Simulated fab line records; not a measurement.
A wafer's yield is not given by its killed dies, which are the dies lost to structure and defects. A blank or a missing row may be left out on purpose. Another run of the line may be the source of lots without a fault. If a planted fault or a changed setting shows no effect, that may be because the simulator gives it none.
fab line records	flow gf180mcu	part 1 of 2: steps 1 to 26 of 38
record lots=5	wafers=15	last-day=34
route steps=602 shown V2@407 M3@409 V3@429
lots that met no fault: from a run of the same line without faults
start-h: hours from the record's first day to the start of the lot's first wafer shown	wait-h: how many hours have passed since the lot's step before this one	" same as the row above	L1.1+2: one row covering several wafers at once	- either no value or no given start	* or withheld: withheld	< > ~ a bound
route shown NAME@n: a module of which the file shows steps, and the number in the route of the first	usual: mean/standard deviation taken from wafers without a fault	same: alike in all rows	chamber/n: place in a boat	sites: each site's reading	_std_site: how widely they spread, as a standard deviation	_edge_site: inner sites' mean taken away from outer sites' mean	radius-mm: for every site, how far away it sits from the centre of the wafer	mask NAME#n: copy n	behind: tool/chamber where the wafer was last shaped	hold: what put the lot on hold/how long, in hours/how the hold closed	device: transistor that didn't switch, given as n, p or np	end of line: at the end of the route, the tests of the same wafers	a step without rows: its recipe alone	killed: count of dies lost to structure and defects at first sort (not the wafer's yield)	map: dies across one wafer; x = killed, . = not, _ = none there
set.NAME: the setting as run; set.NAME@STEP: as run at that earlier step	model.NAME: the simulator's own value behind a step, which no gauge read
lots seen at some steps along the route; tables by step, rows by wafer
services: from which hour (start-h, from the record's first day; less than 0 if before it) a tool's chamber was out of use, for how many hours, and why
## steps
# step GF_V2_THK_MEAS_25
# recipe thk-meas-gauge=xrf	reads=W_of_V2_CVD_23
# usual V2_W_THK=344/8.2
lot.wafer	tool	chamber	start-h	wait-h	V2_W_THK[nm]
L083.2	film-metro-01	-	546.23	0.1	333
L083.3	"	-	"	"	328
L083.4	"	-	"	"	330
L088.3	film-metro-04	-	587.05	0.1	348
L088.4	"	-	"	"	349
L088.6	"	-	"	"	354
L089.1	film-metro-01	-	591.98	0.1	338
L089.4	"	-	"	"	342
L089.6	"	-	"	"	346
L090.2	film-metro-02	-	601.82	0.1	351
L090.3	"	-	"	"	333
L090.5	"	-	"	"	335
L096.1	film-metro-04	-	645.75	0.1	361
L096.5	"	-	"	"	344
L096.6	"	-	"	"	361
# step GF_V2_CMP_26
# recipe stop-on=SiO2	down-force-psi=3.5	platen-rpm=60	t-overpolish-s=15	target-thk-nm=0	pad-velocity-m-s=0.94248
# usual motor-current-A=10.7/1.4	overpolish-run-s=15.000/0.0089	retaining-ring-pressure-frac=1.001/0.0049	slurry-filter-dp-kPa=13.50/0.14	time-to-endpoint-s=86/3.6
lot.wafer	tool	chamber	start-h	wait-h	motor-current-A	overpolish-run-s	retaining-ring-pressure-frac	slurry-filter-dp-kPa	time-to-endpoint-s
L083.2	cmp-01	1	546.28	0.0	8.7	14.989	1.003	13.61	91
L083.4	"	2	"	"	9.1	14.986	1.000	13.47	90
L083.3	"	0	"	"	12.9	14.998	1.008	13.80	85
L088.4	cmp-02	0	587.14	0.1	12.5	15.005	1.001	13.63	88
L088.3	"	2	"	"	12.3	15.004	0.995	13.30	85
L088.6	"	3	"	"	9.1	14.995	1.000	13.87	89
L089.1	cmp-01	2	592.04	0.1	9.1	14.986	1.007	13.42	85
L089.4	"	0	"	"	12.5	14.995	0.989	13.49	81
L089.6	"	2	"	"	9.6	15.020	1.007	13.49	90
L090.3	cmp-02	1	601.92	0.1	11.5	14.997	0.999	13.37	80
L090.2	"	3	"	"	8.8	15.012	1.000	13.55	85
L090.5	"	1	"	"	10.9	15.014	1.003	13.40	78
L096.1	cmp-02	3	645.96	0.2	9.2	15.013	0.996	13.46	89
L096.5	"	0	"	"	11.9	15.009	1.001	13.58	85
L096.6	"	1	"	"	10.7	14.987	0.997	13.44	86
# step GF_M3_SPUTTER_00
# recipe material=Ti	target-thk-nm=37.5	arriving-ion-energy-ev=80	substrate-temp-c=200	chamber-pressure-pa=2	power-w=4000	time-s=150
# usual cathode-dc-power-W=4000.0/0.69	throttle-valve-pct=30.1/1.1
lot.wafer	tool	chamber	start-h	wait-h	cathode-dc-power-W	throttle-valve-pct
L083.2	pvd-sputter-02	-	546.58	0.2	4000.3	30.3
L083.3	"	-	"	"	4001.2	31.2
L083.4	"	-	"	"	4000.1	29.1
L088.3	pvd-sputter-02	-	587.39	0.1	4000.2	30.3
L088.4	"	-	"	"	4000.5	29.2
L088.6	"	-	"	"	3999.6	30.5
L089.1	pvd-sputter-02	-	592.34	0.2	3999.6	30.1
L089.4	"	-	"	"	4000.0	30.4
L089.6	"	-	"	"	3999.5	29.2
L090.2	pvd-sputter-04	-	602.17	0.1	3999.2	30.4
L090.3	"	-	"	"	3999.9	30.4
L090.5	"	-	"	"	3999.4	29.8
L096.1	pvd-sputter-04	-	646.11	0.1	4000.4	30.6
L096.5	"	-	"	"	3999.4	29.9
L096.6	"	-	"	"	4000.1	30.3
# step GF_M3_SPUTTER_01
# recipe material=TiN	target-thk-nm=30	power-w=6500	time-s=25	chamber-pressure-pa=0.4
# usual cathode-dc-power-W=6500.0/1.2	throttle-valve-pct=30.1/1.1
lot.wafer	tool	chamber	start-h	wait-h	cathode-dc-power-W	throttle-valve-pct
L083.2	pvd-sputter-02	-	546.68	0.1	6499.0	30.3
L083.3	"	-	"	"	6501.7	31.0
L083.4	"	-	"	"	6498.3	29.0
L088.3	pvd-sputter-02	-	587.49	0.1	6499.1	29.9
L088.4	"	-	"	"	6500.3	29.3
L088.6	"	-	"	"	6500.0	30.0
L089.1	pvd-sputter-02	-	592.44	0.1	6498.2	30.0
L089.4	"	-	"	"	6499.9	30.3
L089.6	"	-	"	"	6499.0	29.0
L090.2	pvd-sputter-04	-	602.27	0.1	6498.6	30.7
L090.3	"	-	"	"	6500.2	30.4
L090.5	"	-	"	"	6501.7	29.7
L096.1	pvd-sputter-04	-	646.21	0.1	6501.2	30.6
L096.5	"	-	"	"	6500.9	29.6
L096.6	"	-	"	"	6498.5	30.3
# step GF_M3_SPUTTER_02
# recipe material=AlCu	target-thk-nm=450	power-w=10600	time-s=23.9	chamber-pressure-pa=0.4
# usual cathode-dc-power-W=10600/1.9	throttle-valve-pct=30.1/1.1
lot.wafer	tool	chamber	start-h	wait-h	cathode-dc-power-W	throttle-valve-pct
L083.2	pvd-sputter-02	-	546.71	0.0	10597	30.1
L083.3	"	-	"	"	10598	31.3
L083.4	"	-	"	"	10600	29.2
L088.3	pvd-sputter-02	-	587.52	0.0	10600	30.2
L088.4	"	-	"	"	10602	29.2
L088.6	"	-	"	"	10598	30.3
L089.1	pvd-sputter-02	-	592.47	0.0	10603	29.9
L089.4	"	-	"	"	10599	30.4
L089.6	"	-	"	"	10603	29.1
L090.2	pvd-sputter-04	-	602.30	0.0	10602	30.3
L090.3	"	-	"	"	10598	30.8
L090.5	"	-	"	"	10600	30.1
L096.1	pvd-sputter-04	-	646.24	0.0	10601	30.3
L096.5	"	-	"	"	10602	29.6
L096.6	"	-	"	"	10600	30.5
# step GF_M3_SPUTTER_03
# recipe material=Ti	target-thk-nm=10	substrate-temp-c=300	chamber-pressure-pa=0.3	power-w=3000	time-s=6.7
# usual cathode-dc-power-W=3000.1/0.56	throttle-valve-pct=30.1/1.1
lot.wafer	tool	chamber	start-h	wait-h	cathode-dc-power-W	throttle-valve-pct
L083.2	pvd-sputter-02	-	546.74	0.0	2999.9	30.0
L083.3	"	-	"	"	3000.0	31.1
L083.4	"	-	"	"	3000.2	29.1
L088.3	pvd-sputter-02	-	587.55	0.0	2999.7	30.2
L088.4	"	-	"	"	2999.9	29.1
L088.6	"	-	"	"	2999.5	30.2
L089.1	pvd-sputter-02	-	592.50	0.0	3000.1	30.1
L089.4	"	-	"	"	2999.5	30.2
L089.6	"	-	"	"	3000.1	29.3
L090.2	pvd-sputter-04	-	602.33	0.0	3000.1	30.3
L090.3	"	-	"	"	3000.0	30.5
L090.5	"	-	"	"	2999.6	29.6
L096.1	pvd-sputter-04	-	646.27	0.0	2999.9	30.4
L096.5	"	-	"	"	3000.4	29.9
L096.6	"	-	"	"	3000.7	30.4
# step GF_M3_SPUTTER_04
# recipe material=TiN	target-thk-nm=50	power-w=6500	time-s=41.7	chamber-pressure-pa=0.4
# usual cathode-dc-power-W=6500.0/1.2	throttle-valve-pct=30.1/1.1
lot.wafer	tool	chamber	start-h	wait-h	cathode-dc-power-W	throttle-valve-pct
L083.2	pvd-sputter-02	-	546.76	0.0	6501.4	30.0
L083.3	"	-	"	"	6499.3	31.2
L083.4	"	-	"	"	6500.2	29.1
L088.3	pvd-sputter-02	-	587.57	0.0	6500.5	30.1
L088.4	"	-	"	"	6500.0	29.1
L088.6	"	-	"	"	6499.5	30.2
L089.1	pvd-sputter-02	-	592.52	0.0	6502.5	30.0
L089.4	"	-	"	"	6498.3	30.2
L089.6	"	-	"	"	6499.9	29.2
L090.2	pvd-sputter-04	-	602.35	0.0	6500.8	30.5
L090.3	"	-	"	"	6501.7	30.6
L090.5	"	-	"	"	6499.6	29.6
L096.1	pvd-sputter-04	-	646.29	0.0	6499.9	30.4
L096.5	"	-	"	"	6500.7	29.6
L096.6	"	-	"	"	6499.0	30.4
# step GF_M3_RS_MEAS_05
# recipe thk-meas-gauge=four-point-probe	reads=TiN_of_M3_SPUTTER_04+Ti_of_M3_SPUTTER_03+AlCu_of_M3_SPUTTER_02+TiN_of_M3_SPUTTER_01+Ti_of_M3_SPUTTER_00
# usual M3_ALCU_RS=0.0700/0.0009
lot.wafer	tool	chamber	start-h	wait-h	M3_ALCU_RS[ohm/sq]
L083.2	film-metro-03	-	546.82	0.0	0.0681
L083.3	"	-	"	"	0.0681
L083.4	"	-	"	"	0.0686
L088.3	film-metro-03	-	587.65	0.1	0.0696
L088.4	"	-	"	"	0.0695
L088.6	"	-	"	"	0.0695
L089.1	film-metro-03	-	592.56	0.0	0.0697
L089.4	"	-	"	"	0.0697
L089.6	"	-	"	"	0.0696
L090.2	film-metro-01	-	602.41	0.0	0.0699
L090.3	"	-	"	"	0.0690
L090.5	"	-	"	"	0.0696
L096.1	film-metro-04	-	646.33	0.0	0.0712
L096.5	"	-	"	"	0.0711
L096.6	"	-	"	"	0.0710
# step GF_M3_THK_MEAS_06
# recipe thk-meas-gauge=xrf	reads=AlCu_of_M3_SPUTTER_02
# usual M3_ALCU_THK=437/6.2
lot.wafer	tool	chamber	start-h	wait-h	M3_ALCU_THK[nm]
L083.2	film-metro-03	-	546.93	0.1	448
L083.3	"	-	"	"	449
L083.4	"	-	"	"	442
L088.3	film-metro-03	-	587.75	0.1	439
L088.4	"	-	"	"	444
L088.6	"	-	"	"	441
L089.1	film-metro-03	-	592.68	0.1	442
L089.4	"	-	"	"	442
L089.6	"	-	"	"	440
L090.2	film-metro-01	-	602.52	0.1	433
L090.3	"	-	"	"	438
L090.5	"	-	"	"	435
L096.1	film-metro-04	-	646.45	0.1	431
L096.5	"	-	"	"	432
L096.6	"	-	"	"	431
# step GF_M3_DEHYDRATE_07
# recipe temp-c=200	time-s=60
lot.wafer	tool	chamber	start-h	wait-h
L083.2+3+4	litho-track-04	0	557.81	10.9
L088.3+4+6	litho-track-03	0	597.61	9.8
L089.1+4+6	litho-track-02	0	602.92	10.2
L090.2+3+5	litho-track-03	0	611.83	9.3
L096.1+5+6	litho-track-03	0	654.76	8.3
# step GF_M3_HMDS_08
# recipe prime-time-s=60	prime-temp-c=120
# usual prime-temp-c=120.01/0.12
lot.wafer	tool	chamber	start-h	wait-h	prime-temp-c
L083.2	litho-track-04	0	557.96	0.1	119.91
L083.3	"	0	"	"	120.01
L083.4	"	0	"	"	119.93
L088.3	litho-track-03	0	597.76	0.1	120.06
L088.4	"	0	"	"	120.05
L088.6	"	0	"	"	120.13
L089.1	litho-track-02	0	603.07	0.1	120.00
L089.4	"	0	"	"	120.03
L089.6	"	0	"	"	119.86
L090.2	litho-track-03	0	611.98	0.1	119.81
L090.3	"	0	"	"	120.07
L090.5	"	0	"	"	119.92
L096.1	litho-track-03	0	654.91	0.1	119.83
L096.5	"	0	"	"	120.08
L096.6	"	0	"	"	120.00
# step GF_M3_COAT_09
# recipe resist=KrF	spin-rpm=withheld	resist-thk-nm=1000
# usual dispense-pressure-kPa=52/3.2
lot.wafer	tool	chamber	start-h	wait-h	dispense-pressure-kPa
L083.2	litho-track-04	0	558.11	0.1	59
L083.3	"	0	"	"	59
L083.4	"	0	"	"	59
L088.3	litho-track-03	0	597.91	0.1	51
L088.4	"	0	"	"	51
L088.6	"	0	"	"	51
L089.1	litho-track-02	0	603.22	0.1	50
L089.4	"	0	"	"	50
L089.6	"	0	"	"	50
L090.2	litho-track-03	0	612.13	0.1	51
L090.3	"	0	"	"	51
L090.5	"	0	"	"	51
L096.1	litho-track-03	0	655.06	0.1	51
L096.5	"	0	"	"	51
L096.6	"	0	"	"	51
# step GF_M3_SOFTBAKE_10
# recipe temp-c=130	time-s=60	resist=KrF
lot.wafer	tool	chamber	start-h	wait-h
L083.2+3+4	litho-track-04	0	558.26	0.1
L088.3+4+6	litho-track-03	0	598.06	0.1
L089.1+4+6	litho-track-02	0	603.37	0.1
L090.2+3+5	litho-track-03	0	612.28	0.1
L096.1+5+6	litho-track-03	0	655.21	0.1
# step GF_M3_EXPOSE_11
# recipe mask-id=Metal3	target-cd-nm=280	na=0.68	source-shape=conventional	sigma-outer=0.6	dose-mj=28
# same sigma-outer=0.6
lot.wafer	tool	chamber	start-h	wait-h	mask
L083.2+3+4	krf-scanner-02	0	-	-	Metal3#0
L088.3+4+6	krf-scanner-01	0	-	-	Metal3#0
L089.1+4+6	krf-scanner-01	0	-	-	Metal3#0
L090.2+3+5	krf-scanner-02	0	-	-	Metal3#0
L096.1+5+6	krf-scanner-01	0	-	-	Metal3#0
# step GF_M3_PEB_12
# recipe peb-temp-c=135	peb-time-s=90	resist=KrF
# same peb-time-s=90
lot.wafer	tool	chamber	start-h	wait-h
L083.2+3+4	litho-track-04	0	-	-
L088.3+4+6	litho-track-04	0	-	-
L089.1+4+6	litho-track-02	0	-	-
L090.2+3+5	litho-track-03	0	-	-
L096.1+5+6	litho-track-04	0	-	-
# step GF_M3_DEVELOP_13
# recipe develop-time-s=60	dev-temp-c=21
lot.wafer	tool	chamber	start-h	wait-h
L083.2+3+4	litho-track-04	0	568.71	0.2
L088.3+4+6	litho-track-04	0	608.04	0.1
L089.1+4+6	litho-track-02	0	613.22	0.2
L090.2+3+5	litho-track-03	0	623.38	0.2
L096.1+5+6	litho-track-04	0	665.49	0.2
# step GF_M3_CD_MEAS_14
# recipe target-cd-nm=280
# usual cd-nm=280.0/1.4
lot.wafer	tool	chamber	start-h	wait-h	cd-nm
L083.2	cd-sem-02	-	568.86	0.1	282.0
L083.3	"	-	"	"	282.3
L083.4	"	-	"	"	282.5
L088.3	cd-sem-01	-	608.18	0.1	280.3
L088.4	"	-	"	"	280.5
L088.6	"	-	"	"	280.3
L089.1	cd-sem-01	-	613.37	0.1	279.2
L089.4	"	-	"	"	279.2
L089.6	"	-	"	"	278.1
L090.2	cd-sem-01	-	623.53	0.1	280.0
L090.3	"	-	"	"	280.4
L090.5	"	-	"	"	279.4
L096.1	cd-sem-02	-	665.64	0.1	282.2
L096.5	"	-	"	"	282.0
L096.6	"	-	"	"	282.1
# step GF_M3_OVL_MEAS_15
# usual M3_OVL=1/5
lot.wafer	tool	chamber	start-h	wait-h	M3_OVL[nm]
L083.2	overlay-02	-	568.96	0.1	-1
L083.3	"	-	"	"	0
L083.4	"	-	"	"	-13
L088.3	overlay-01	-	608.27	0.1	-6
L088.4	"	-	"	"	2
L088.6	"	-	"	"	0
L089.1	overlay-01	-	613.49	0.1	0
L089.4	"	-	"	"	5
L089.6	"	-	"	"	0
L090.2	overlay-02	-	623.63	0.1	4
L090.3	"	-	"	"	5
L090.5	"	-	"	"	5
L096.1	overlay-01	-	665.76	0.1	-6
L096.5	"	-	"	"	3
L096.6	"	-	"	"	2
# step GF_M3_METAL_ETCH_16
# recipe chemistry=Cl2/BCl3	mask-material=KrF	target-depth-nm=627.5	stop-on=SiO2	pressure-mtorr=8	icp-w=800	bias-w=140	Cl2_flow_sccm=80	bcl3-flow-sccm=40	time-s=104.6
# usual drypump-motor-current-A=5.6/0.5	he-backside-leak-sccm=3.32/0.2	oes-product-au=0.969/0.0069	throttle-valve-pct=28.251/0.0093
lot.wafer	tool	chamber	start-h	wait-h	drypump-motor-current-A	he-backside-leak-sccm	oes-product-au	rf-hours-counter-h	throttle-valve-pct
L083.2	rie-metal-01	0	568.99	0.0	4.8	3.29	0.983	1	28.266
L083.3	"	0	"	"	4.9	3.06	0.978	-	28.242
L083.4	"	1	"	"	6.1	3.31	0.971	-	28.241
L088.3	rie-metal-04	0	608.33	0.1	5.6	3.52	0.973	-	28.247
L088.4	"	1	"	"	5.8	3.48	0.966	-	28.238
L088.6	"	1	"	"	5.9	3.44	0.972	-	28.252
L089.1	rie-metal-01	0	613.52	0.0	4.9	2.90	0.975	3	28.241
L089.4	"	0	"	"	4.8	3.13	0.971	-	28.252
L089.6	"	0	"	"	4.9	3.13	0.977	-	28.255
L090.2	rie-metal-02	1	623.66	0.0	6.2	3.42	0.968	10	28.242
L090.3	"	0	"	"	5.2	3.46	0.967	-	28.243
L090.5	"	1	"	"	6.2	3.46	0.976	-	28.233
L096.1	rie-metal-01	0	665.79	0.0	4.9	3.05	0.961	5	28.263
L096.5	"	1	"	"	6.1	3.29	0.963	-	28.263
L096.6	"	0	"	"	4.9	3.27	0.966	-	28.258
# step GF_M3_STRIP_17
# recipe chemistry=O2/N2	power-w=1400	pressure-mtorr=1500	platen-temp-c=250	o2-flow-sccm=3000	n2-flow-sccm=300	overash-fraction=0.5
# usual drypump-motor-current-A=5.9/0.41	heater-power-w=351/32	oes-product-au=0.558/0.005	strip-time-to-endpoint-s=7.87/0.045
lot.wafer	tool	chamber	start-h	wait-h	drypump-motor-current-A	heater-power-w	oes-product-au	rf-hours-counter-h	strip-time-to-endpoint-s
L083.2	plasma-asher-04	1	569.14	0.1	6.4	340	0.559	47	7.83
L083.3	"	0	"	"	6.0	294	0.558	-	7.90
L083.4	"	1	"	"	6.4	335	0.568	-	7.91
L088.3	plasma-asher-01	0	608.44	0.1	6.2	376	0.562	-	7.93
L088.4	"	1	"	"	5.4	330	0.552	-	7.88
L088.6	"	1	"	"	5.4	329	0.559	-	7.90
L089.1	plasma-asher-03	0	613.75	0.2	5.4	373	0.545	74	7.84
L089.4	"	1	"	"	5.9	404	0.559	-	7.82
L089.6	"	1	"	"	5.9	404	0.565	-	7.86
L090.2	plasma-asher-03	1	623.78	0.1	5.8	398	0.553	75	7.90
L090.3	"	0	"	"	5.4	367	0.564	-	7.96
L090.5	"	0	"	"	5.4	380	0.563	-	7.88
L096.1	plasma-asher-04	0	665.91	0.1	6.0	293	0.559	57	7.84
L096.5	"	0	"	"	6.0	295	0.558	-	7.87
L096.6	"	1	"	"	6.5	335	0.561	-	7.81
# step GF_M3_STRIP_18
# recipe chemistry=post-etch-residue-remover	time-s=1200	temp-c=72.5
# usual bath-guard-temp-C=72.5/0.42
lot.wafer	tool	chamber	start-h	wait-h	bath-guard-temp-C
L083.2	wet-bench-02	1	569.24	0.1	72.1
L083.3	"	1	"	"	72.1
L083.4	"	1	"	"	72.3
L088.3	wet-bench-01	2	608.51	0.0	72.4
L088.4	"	2	"	"	72.7
L088.6	"	2	"	"	72.7
L089.1	wet-bench-03	2	613.85	0.1	72.9
L089.4	"	2	"	"	73.3
L089.6	"	2	"	"	73.2
L090.2	wet-bench-01	2	623.88	0.1	72.6
L090.3	"	2	"	"	72.6
L090.5	"	2	"	"	72.5
L096.1	wet-bench-03	0	666.01	0.1	72.6
L096.5	"	0	"	"	72.8
L096.6	"	0	"	"	72.7
# step GF_M3_CLEAN_19
# recipe chemistry=DIW	dry=n2-spin
lot.wafer	tool	chamber	start-h	wait-h
L083.2+3+4	wet-bench-01	0	569.59	0.0
L088.3+4+6	wet-bench-02	1	608.85	0.0
L089.1+4+6	wet-bench-01	3	614.22	0.0
L090.2+3+5	wet-bench-01	3	624.22	0.0
L096.1+5+6	wet-bench-02	1	666.69	0.0
# step GF_V3_CVD_00
# recipe material=SiO2	target-thk-nm=600	sigma-open-frac=0.3	temp-c=400	time-s=100	sih4-flow-sccm=60	pressure-mtorr=6
# usual sih4-flow-sccm=59.98/0.17
lot.wafer	tool	chamber	start-h	wait-h	sih4-flow-sccm
L083.2	hdpcvd-02	2	569.68	0.0	59.97
L083.3	"	0	"	"	59.82
L083.4	"	0	"	"	59.71
L088.3	hdpcvd-01	1	608.95	0.0	60.09
L088.4	"	0	"	"	59.79
L088.6	"	2	"	"	60.03
L089.1	hdpcvd-01	2	614.32	0.0	59.86
L089.4	"	0	"	"	60.06
L089.6	"	1	"	"	59.86
L090.2	hdpcvd-01	0	624.31	0.0	59.90
L090.3	"	2	"	"	59.98
L090.5	"	0	"	"	60.06
L096.1	hdpcvd-02	2	666.78	0.0	60.19
L096.5	"	1	"	"	60.10
L096.6	"	0	"	"	60.03
# step GF_V3_THK_MEAS_01
# recipe reads=SiO2_of_V3_CVD_00
# usual V3_CVD_00_THK=600/5.8
lot.wafer	tool	chamber	start-h	wait-h	V3_CVD_00_THK[nm]
L083.2	film-metro-03	-	569.76	0.0	606
L083.3	"	-	"	"	603
L083.4	"	-	"	"	600
L088.3	film-metro-03	-	609.04	0.1	609
L088.4	"	-	"	"	596
L088.6	"	-	"	"	602
L089.1	film-metro-03	-	614.39	0.0	596
L089.4	"	-	"	"	601
L089.6	"	-	"	"	598
L090.2	film-metro-02	-	624.39	0.0	608
L090.3	"	-	"	"	606
L090.5	"	-	"	"	611
L096.1	film-metro-02	-	666.85	0.0	596
L096.5	"	-	"	"	595
L096.6	"	-	"	"	592
# step GF_V3_CVD_02
# recipe material=SiO2	target-thk-nm=850	precursor=TEOS	temp-c=400	time-s=94.851	rf-w=600
# usual heater-power-w=609/70
lot.wafer	tool	chamber	start-h	wait-h	heater-power-w
L083.2	pecvd-04	1	569.81	0.0	682
L083.3	"	0	"	"	688
L083.4	"	2	"	"	535
L088.3	pecvd-04	1	609.08	0.0	694
L088.4	"	1	"	"	725
L088.6	"	2	"	"	661
L089.1	pecvd-01	1	614.45	0.1	599
L089.4	"	0	"	"	493
L089.6	"	2	"	"	534
L090.2	pecvd-02	0	624.44	0.0	630
L090.3	"	1	"	"	647
L090.5	"	2	"	"	688
L096.1	pecvd-02	1	666.91	0.1	542
L096.5	"	1	"	"	617
L096.6	"	2	"	"	684
# step GF_V3_THK_MEAS_03
# recipe reads=SiO2_of_V3_CVD_02
# usual V3_CVD_02_THK=850/11
lot.wafer	tool	chamber	start-h	wait-h	V3_CVD_02_THK[nm]
L083.2	film-metro-01	-	569.89	0.0	851
L083.3	"	-	"	"	853
L083.4	"	-	"	"	865
L088.3	film-metro-02	-	609.17	0.1	835
L088.4	"	-	"	"	850
L088.6	"	-	"	"	852
L089.1	film-metro-02	-	614.52	0.0	863
L089.4	"	-	"	"	867
L089.6	"	-	"	"	870
L090.2	film-metro-02	-	624.52	0.0	827
L090.3	"	-	"	"	837
L090.5	"	-	"	"	852
L096.1	film-metro-01	-	666.98	0.0	840
L096.5	"	-	"	"	855
L096.6	"	-	"	"	859
